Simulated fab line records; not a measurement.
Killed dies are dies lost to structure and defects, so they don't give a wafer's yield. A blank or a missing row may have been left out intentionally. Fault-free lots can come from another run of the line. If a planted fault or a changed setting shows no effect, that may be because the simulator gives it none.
Chamber matching ; flow gf180mcu ; 4 sister chambers for GF_V2_CMP_04 on cmp-01
The step polishes SiO2. 4 wafers are shown with their chamber, then 12 later ones without.

== WAFERS WITH THEIR CHAMBER ==
wafer;chamber;motor_current_A (A)
L082.1;1;11.3
L084.5;2;11.1
L087.5;0;11.8
L087.6;3;11.9

== WAFERS WHOSE CHAMBER IS MISSING ==
wafer;motor_current_A (A)
L093.3;11.3
L093.4;11.8
L093.5;10.9
L094.2;12.0
L094.3;11.3
L094.5;12.1
L095.1;12.3
L095.3;11.3
L095.6;11.2
L096.2;11.0
L096.3;11.7
L096.5;11.7

== EACH ONE'S CHAMBER ==
wafer;from the rows above;in truth
L093.3;can't be placed: 1 or 2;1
L093.4;can't be placed: 0 or 3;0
L093.5;can't be placed: 2 or 1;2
L094.2;can't be placed: 3 or 0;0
L094.3;can't be placed: 1 or 2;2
L094.5;can't be placed: 3 or 0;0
L095.1;can't be placed: 3 or 0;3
L095.3;can't be placed: 1 or 2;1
L095.6;can't be placed: 2 or 1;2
L096.2;can't be placed: 2 or 1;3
L096.3;can't be placed: 0 or 3 or 1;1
L096.5;can't be placed: 0 or 3 or 1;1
0 of 12 placed correctly. From these rows, 12 cannot be placed; in 11 the true chamber is one of the candidates. Wrongly placed: 0.
How it was worked out, from the rows above alone: a wafer's distance from a chamber is the root of the sum, over the readings, of the square of ((its reading less the chamber's mean) divided by the reading's scatter). If the next closest chamber is less than 2 further off than the closest, the wafer can't be placed; otherwise it belongs to the closest. The mean given for a chamber averages the wafers shown for that chamber. The scatter (one wafer shown for each chamber): square how far every hidden wafer sits from the nearest shown wafer, average those squares and take the square root.
